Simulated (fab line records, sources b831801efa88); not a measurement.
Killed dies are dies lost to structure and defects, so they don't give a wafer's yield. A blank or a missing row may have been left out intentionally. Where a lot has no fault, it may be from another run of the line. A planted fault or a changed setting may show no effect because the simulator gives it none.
fab line records	flow gf180mcu
record: lots: 15	wafers: 45	last_day: 34
route steps=602 shown DNWELL@36 SAB@277 SALICIDE@286 CONTACT@291
lots with no fault: from the same line, run without faults
start_h: the number of hours between the record's first day and the start of the first shown wafer of the lot	wait_h: hours since the lot's step before	" repeats the value in the row above	L1.1+2: a row that stands for several wafers	- no value, or no start was given	* or withheld: withheld	< > ~ a bound
route shown NAME@n: names a module that has steps shown in the file, with the first one's number in the route	usual: mean/standard deviation taken from wafers without a fault	same: alike in all rows	chamber/n: place in a boat	sites: each site's reading	_std_site: standard deviation of those values	_edge_site: the outer-site mean with the inner-site mean subtracted	radius_mm: for every site, how far away it sits from the centre of the wafer	mask NAME#n: copy n	behind: the last tool/chamber to shape the wafer	hold: why the lot was held/for how many hours/how that ended	device: names the non-switching transistor (n, p or np)	end of line: the tests these same wafers got at the end of their route	a step given without rows: its recipe and nothing more	killed: at the first sort, the dies lost to defects and structure; wafer yield is something else	map: the dies of a wafer, with x for killed, . for not killed, _ for no die there
set.NAME: the setting the step ran with; set.NAME@STEP: the setting that earlier step ran with	model.NAME: the simulator's own value behind a step, which no gauge read
route steps across a sampled set of lots; one table per step, one row per wafer
services: the hour from which a tool's chamber was out of use, counted from the record's first day as start_h (under 0 if before that day), plus the number of hours and why
== steps ==
step: GF_DNWELL_EXPOSE_04
recipe: mask_id: DNWELL	target_cd_nm: 1700	na: 0.6	source_shape: conventional	sigma_outer: 0.6	dose_mj: 260
usual: exposure_dose_mJ_cm2: 260.06/0.26	focus_offset_nm: 0.1/0.52
lot.wafer	tool	chamber	start_h	wait_h	mask	exposure_dose_mJ_cm2	focus_offset_nm
L278.1	iline_stepper-01	0	36.77	-	DNWELL#0	260.05	-0.9
L278.4	"	0	"	"	DNWELL#0	259.97	0.3
L278.6	"	0	"	"	DNWELL#0	260.02	-0.4
L279.2	iline_stepper-01	0	41.89	-	DNWELL#0	259.96	-0.1
L279.4	"	0	"	"	DNWELL#0	259.53	-0.2
L279.6	"	0	"	"	DNWELL#0	259.83	0.2
L284.2	iline_stepper-02	0	68.36	-	DNWELL#0	260.11	-1.1
L284.3	"	0	"	"	DNWELL#0	260.41	-0.5
L284.5	"	0	"	"	DNWELL#0	260.08	-0.4
L285.2	iline_stepper-02	0	74.59	-	DNWELL#0	260.24	-0.2
L285.5	"	0	"	"	DNWELL#0	259.86	0.1
L285.6	"	0	"	"	DNWELL#0	259.87	0.7
L286.1	iline_stepper-02	0	84.52	-	DNWELL#0	260.50	0.4
L286.4	"	0	"	"	DNWELL#0	260.02	0.6
L286.6	"	0	"	"	DNWELL#0	260.03	0.1
L292.2	iline_stepper-02	-	117.65	-	DNWELL#0	-	-
L292.3	"	-	"	"	DNWELL#0	-	-
L292.6	"	-	"	"	DNWELL#0	-	-
L294.1	iline_stepper-02	-	125.96	-	DNWELL#0	-	-
L294.2	"	-	"	"	DNWELL#0	-	-
L294.4	"	-	"	"	DNWELL#0	-	-
L293.2	iline_stepper-01	-	126.66	-	DNWELL#0	-	-
L293.4	"	-	"	"	DNWELL#0	-	-
L293.6	"	-	"	"	DNWELL#0	-	-
L295.2	iline_stepper-02	0	138.71	-	DNWELL#0	260.18	0.3
L295.3	"	0	"	"	DNWELL#0	260.16	0.4
L295.5	"	0	"	"	DNWELL#0	260.28	0.2
L296.2	iline_stepper-01	0	138.95	-	DNWELL#0	259.90	-0.5
L296.3	"	0	"	"	DNWELL#0	260.24	-0.7
L296.4	"	0	"	"	DNWELL#0	260.10	-0.3
L297.2	iline_stepper-01	0	145.13	-	DNWELL#0	260.05	0.6
L297.3	"	0	"	"	DNWELL#0	260.20	0.1
L297.5	"	0	"	"	DNWELL#0	259.70	0.6
L298.2	iline_stepper-01	0	145.34	-	DNWELL#0	259.79	-0.9
L298.3	"	0	"	"	DNWELL#0	259.67	-0.3
L298.6	"	0	"	"	DNWELL#0	259.84	-0.2
L300.2	iline_stepper-01	0	153.04	-	DNWELL#0	260.32	-0.9
L300.3	"	0	"	"	DNWELL#0	260.53	-0.4
L300.6	"	0	"	"	DNWELL#0	260.16	-0.8
L299.4	iline_stepper-02	0	153.32	-	DNWELL#0	260.13	0.0
L299.5	"	0	"	"	DNWELL#0	260.12	-0.4
L299.6	"	0	"	"	DNWELL#0	260.20	-0.1
L301.1	iline_stepper-02	0	164.31	-	DNWELL#0	259.41	0.1
L301.2	"	0	"	"	DNWELL#0	259.93	0.2
L301.3	"	0	"	"	DNWELL#0	259.78	0.1
step: GF_DNWELL_TW_MEAS_09
usual: DNWELL_TW: 1356/7.1
lot.wafer	tool	chamber	start_h	wait_h	DNWELL_TW
L278.1	film_metro-02	-	43.02	0.1	1361
L278.4	"	-	"	"	1369
L278.6	"	-	"	"	1366
L279.2	film_metro-04	-	47.93	0.1	1362
L279.4	"	-	"	"	1368
L279.6	"	-	"	"	1364
L284.2	film_metro-01	-	74.18	0.1	1363
L284.3	"	-	"	"	1365
L284.5	"	-	"	"	1359
L285.2	film_metro-02	-	80.88	0.1	1346
L285.5	"	-	"	"	1348
L285.6	"	-	"	"	1347
L286.1	film_metro-02	-	90.67	0.1	1356
L286.4	"	-	"	"	1364
L286.6	"	-	"	"	1362
L292.2	film_metro-01	-	124.33	0.1	31
L292.3	"	-	"	"	30
L292.6	"	-	"	"	31
L294.1	film_metro-02	-	132.11	0.1	31
L294.2	"	-	"	"	31
L294.4	"	-	"	"	31
L293.2	film_metro-01	-	133.72	0.1	31
L293.4	"	-	"	"	31
L293.6	"	-	"	"	31
L295.2	film_metro-02	-	145.93	0.1	1370
L295.3	"	-	"	"	1368
L295.5	"	-	"	"	1358
L296.2	film_metro-01	-	146.07	0.1	1349
L296.3	"	-	"	"	1349
L296.4	"	-	"	"	1353
L297.2	film_metro-04	-	153.12	0.1	1357
L297.3	"	-	"	"	1351
L297.5	"	-	"	"	1358
L298.2	film_metro-01	-	153.63	0.1	1355
L298.3	"	-	"	"	1355
L298.6	"	-	"	"	1362
L300.2	film_metro-04	-	160.38	0.1	1368
L300.3	"	-	"	"	1357
L300.6	"	-	"	"	1366
L299.4	film_metro-02	-	160.99	0.1	1363
L299.5	"	-	"	"	1358
L299.6	"	-	"	"	1360
L301.1	film_metro-02	-	172.27	0.1	1365
L301.2	"	-	"	"	1356
L301.3	"	-	"	"	1359
step: GF_SAB_STRIP_13
recipe: chemistry: O2/N2	power_w: 1400	pressure_mtorr: 1500	platen_temp_c: 250	o2_flow_sccm: 3000	n2_flow_sccm: 300	overash_fraction: 0.5
usual: drypump_motor_current_A: 5.6/0.31	heater_power_w: 344/28	oes_product_au: 0.710/0.0045	strip_time_to_endpoint_s: 12.599/0.029
lot.wafer	tool	chamber	start_h	wait_h	drypump_motor_current_A	heater_power_w	oes_product_au	rf_hours_counter_h	strip_time_to_endpoint_s
L278.1	plasma_asher-03	0	331.74	0.0	5.9	312	0.710	63	12.617
L278.4	"	1	"	"	6.0	358	0.718	-	12.652
L278.6	"	1	"	"	6.0	361	0.707	-	12.584
L279.2	plasma_asher-04	1	335.75	0.0	5.2	370	0.707	24	12.606
L279.4	"	0	"	"	5.7	306	0.712	-	12.627
L279.6	"	0	"	"	5.7	311	0.711	-	12.662
L284.2	plasma_asher-03	0	384.32	0.0	5.9	309	0.712	68	12.610
L284.3	"	0	"	"	5.9	306	0.701	-	12.610
L284.5	"	1	"	"	6.0	354	0.701	-	12.612
L285.2	plasma_asher-01	0	391.43	0.0	5.7	381	0.712	78	12.626
L285.5	"	1	"	"	5.2	332	0.710	-	12.626
L285.6	"	0	"	"	5.7	378	0.707	-	12.588
L286.1	plasma_asher-03	1	408.27	0.0	6.0	354	0.703	70	12.590
L286.4	"	0	"	"	5.9	303	0.712	-	12.601
L286.6	"	0	"	"	5.9	309	0.712	-	12.569
L292.2	plasma_asher-03	0	469.34	0.0	5.9	330	0.707	4	12.559
L292.3	"	1	"	"	6.0	349	0.709	-	12.540
L292.6	"	0	"	"	5.9	339	0.715	-	12.584
L294.1	plasma_asher-01	1	485.58	0.0	5.2	336	0.701	85	12.606
L294.2	"	0	"	"	5.7	381	0.715	85	12.577
L294.4	"	1	"	"	5.3	319	0.714	-	12.605
L293.2	plasma_asher-03	0	488.53	0.0	5.9	327	0.710	6	12.633
L293.4	"	1	"	"	6.0	353	0.711	-	12.642
L293.6	"	1	"	"	6.0	358	0.710	-	12.614
L296.2	plasma_asher-04	0	503.42	0.0	5.7	312	0.712	43	12.626
L296.3	"	1	"	"	5.1	368	0.717	-	12.651
L296.4	"	0	"	"	5.7	310	0.707	-	12.604
L295.2	plasma_asher-03	1	506.32	0.0	6.0	363	0.715	8	12.629
L295.3	"	1	"	"	6.0	353	0.714	-	12.647
L295.5	"	0	"	"	5.9	327	0.709	-	12.642
L297.2	plasma_asher-03	0	512.97	0.0	5.9	323	0.708	9	12.628
L297.3	"	1	"	"	5.9	356	0.707	-	12.605
L297.5	"	1	"	"	6.0	352	0.712	-	12.584
L298.2	plasma_asher-03	1	518.42	0.0	6.0	350	0.713	10	12.571
L298.3	"	0	"	"	5.9	331	0.716	-	12.548
L298.6	"	0	"	"	5.9	326	0.714	-	12.589
L300.2	plasma_asher-01	0	525.52	0.0	5.7	383	0.705	89	12.591
L300.3	"	1	"	"	5.3	329	0.714	-	12.613
L300.6	"	0	"	"	5.7	381	0.709	-	12.583
L299.4	plasma_asher-04	1	528.70	0.0	5.2	371	0.715	-	12.644
L299.5	"	0	"	"	5.7	305	0.709	-	12.613
L299.6	"	1	"	"	5.2	381	0.711	-	12.636
L301.1	plasma_asher-01	0	542.67	0.0	5.7	387	0.719	90	12.595
L301.2	"	1	"	"	5.3	327	0.703	90	12.646
L301.3	"	1	"	"	5.3	323	0.707	-	12.597
step: GF_SALICIDE_RTA_08
recipe: temp_c: 800	time_s: 30	ambient: N2
usual: lamp_power_pct: 17.6/1.2	wafer_temp_C_max: 802.2/0.56
lot.wafer	tool	chamber	start_h	wait_h	lamp_power_pct	wafer_temp_C_max
L278.1	rtp_anneal-02	0	332.37	0.0	15.8	802.4
L278.4	"	0	"	"	15.7	802.3
L278.6	"	0	"	"	15.8	802.2
L279.2	rtp_anneal-01	0	336.40	0.0	18.3	802.0
L279.4	"	0	"	"	18.3	801.8
L279.6	"	0	"	"	18.3	802.7
L284.2	rtp_anneal-01	0	384.96	0.0	18.3	801.6
L284.3	"	0	"	"	18.3	801.9
L284.5	"	0	"	"	18.3	802.6
L285.2	rtp_anneal-01	0	392.07	0.0	18.3	801.8
L285.5	"	0	"	"	18.3	802.3
L285.6	"	0	"	"	18.3	801.4
L286.1	rtp_anneal-02	0	408.89	0.0	15.8	802.2
L286.4	"	0	"	"	15.8	801.5
L286.6	"	0	"	"	15.8	802.6
L292.2	rtp_anneal-01	0	469.98	0.0	18.3	802.3
L292.3	"	0	"	"	18.3	802.3
L292.6	"	0	"	"	18.3	802.0
L294.1	rtp_anneal-01	0	486.19	0.0	18.3	801.8
L294.2	"	0	"	"	18.3	801.3
L294.4	"	0	"	"	18.3	802.3
L293.2	rtp_anneal-01	0	489.17	0.0	18.3	802.4
L293.4	"	0	"	"	18.3	802.5
L293.6	"	0	"	"	18.3	802.2
L296.2	rtp_anneal-01	0	504.04	0.0	18.3	802.4
L296.3	"	0	"	"	18.3	802.2
L296.4	"	0	"	"	18.3	802.2
L295.2	rtp_anneal-01	0	506.94	0.0	18.3	801.8
L295.3	"	0	"	"	18.3	802.6
L295.5	"	0	"	"	18.3	801.9
L297.2	rtp_anneal-02	0	513.60	0.0	15.8	803.3
L297.3	"	0	"	"	15.8	802.8
L297.5	"	0	"	"	15.8	802.7
L298.2	rtp_anneal-01	0	519.05	0.0	18.3	802.5
L298.3	"	0	"	"	18.3	801.8
L298.6	"	0	"	"	18.3	802.1
L300.2	rtp_anneal-02	0	526.15	0.0	15.8	803.2
L300.3	"	0	"	"	15.8	802.0
L300.6	"	0	"	"	15.7	802.4
L299.4	rtp_anneal-01	0	529.33	0.1	18.3	801.8
L299.5	"	0	"	"	18.3	801.3
L299.6	"	0	"	"	18.3	801.2
L301.1	rtp_anneal-02	0	543.29	0.0	15.8	802.1
L301.2	"	0	"	"	15.8	803.3
L301.3	"	0	"	"	15.8	802.7
step: GF_CONTACT_CMP_04
recipe: material: SiO2	down_force_psi: 4	platen_rpm: 60	pad_velocity_m_s: 0.94248
usual: motor_current_A: 11.6/0.94	time_to_endpoint_s: 110/6
lot.wafer	tool	chamber	start_h	wait_h	motor_current_A	time_to_endpoint_s
L278.4	cmp-01	2	332.80	0.1	12.5	119
L278.1	"	3	"	"	10.9	103
L278.6	"	1	"	"	12.7	110
L279.2	cmp-01	2	336.82	0.1	12.5	101
L279.4	"	3	"	"	10.8	107
L279.6	"	0	"	"	10.6	101
L284.3	cmp-02	1	385.27	0.0	12.2	108
L284.2	"	0	"	"	12.0	106
L284.5	"	1	"	"	12.5	121
L285.2	cmp-02	1	392.39	0.0	13.0	104
L285.6	"	1	"	"	12.8	118
L285.5	"	2	"	"	10.2	117
L286.4	cmp-01	1	409.22	0.0	12.9	114
L286.1	"	0	"	"	11.5	102
L286.6	"	1	"	"	12.5	110
L292.2	cmp-02	0	470.35	0.1	11.4	108
L292.3	"	1	"	"	12.8	112
L292.6	"	3	"	"	11.4	117
L294.2	cmp-02	2	486.52	0.0	10.2	114
L294.1	"	0	"	"	11.3	104
L294.4	"	1	"	"	13.7	115
L293.4	cmp-01	2	489.48	0.0	12.2	113
L293.2	"	0	"	"	10.9	102
L293.6	"	3	"	"	10.9	116
L296.4	cmp-02	1	504.41	0.1	12.4	116
L296.3	"	2	"	"	10.5	112
L296.2	"	3	"	"	11.3	112
L295.2	cmp-01	0	507.26	0.0	11.3	111
L295.3	"	2	"	"	12.4	112
L295.5	"	0	"	"	10.3	108
L297.3	cmp-02	3	513.91	0.0	11.7	107
L297.2	"	1	"	"	12.4	109
L297.5	"	3	"	"	11.1	111
L298.3	cmp-01	2	519.39	0.0	12.6	110
L298.2	"	1	"	"	12.6	105
L298.6	"	3	"	"	10.5	115
L300.3	cmp-02	1	526.49	0.0	12.7	117
L300.2	"	2	"	"	10.7	122
L300.6	"	1	"	"	12.5	120
L299.4	cmp-02	1	529.79	0.2	12.5	116
L299.5	"	2	"	"	10.2	114
L299.6	"	3	"	"	11.0	112
L301.3	cmp-02	0	543.64	0.0	11.8	106
L301.1	"	1	"	"	13.1	112
L301.2	"	2	"	"	10.3	111
== services ==
tool	chamber	start_h	hours	kind
plasma_asher-03	-	12.83	1.4	repair
iline_stepper-02	-	32.32	1.4	repair
cmp-02	-	64.00	4.0	pm
cmp-02	-	68.00	4.9	pm
cmp-02	-	79.40	0.7	repair
cmp-02	-	93.13	0.2	repair
cmp-02	-	117.51	1.1	repair
plasma_asher-03	-	126.25	4.0	pm
cmp-02	-	149.62	2.6	repair
cmp-02	-	160.35	2.4	repair
cmp-02	-	181.41	0.8	repair
cmp-02	-	199.42	1.8	repair
cmp-02	-	209.40	3.9	repair
cmp-02	-	236.16	7.3	pm
cmp-02	-	260.32	0.3	repair
cmp-02	-	279.13	0.3	repair
cmp-02	-	290.85	0.7	repair
cmp-02	-	309.17	4.4	repair
cmp-02	-	366.80	15.1	pm
cmp-02	-	404.00	4.0	pm
cmp-02	-	424.36	4.6	repair
cmp-02	-	432.24	4.4	pm
cmp-02	-	499.16	1.8	repair
cmp-02	-	537.79	0.9	repair
== key ==
first_sign: step: GF_DNWELL_EXPOSE_04	reading: tool_record	direction: missing
effect: step: GF_DNWELL_TW_MEAS_09	reading: DNWELL_TW	direction: down	sigmas: 99+	usual: 1356	struck: 31
met_at GF_DNWELL_EXPOSE_04
struck_lots L292,L293,L294
sort_left_out L292.2,L292.3,L292.6,L293.2,L293.4,L293.6,L294.1,L294.2,L294.4
tester_left_out L292,L293,L294
not_acting_at GF_SAB_STRIP_13,GF_SALICIDE_RTA_08,GF_CONTACT_CMP_04
onset_between 84.52 117.65
fault: kind: skipped_step_whole	tool: iline_stepper-01,iline_stepper-02	chamber: -	onset_h: 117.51	steps: GF_DNWELL_EXPOSE_04	scope: struck_lots_only
tester_left_out: of these lots the tester's yield and bins aren't shown, on N5 and GAA mostly nor the transistor test; their killed dies are dies lost to structure and defects alone, not to doping, threshold or leakage, so they don't give the yield
sort_left_out: the simulated sort isn't trusted on such a fault, so these wafers' sort isn't shown, and their yield isn't known
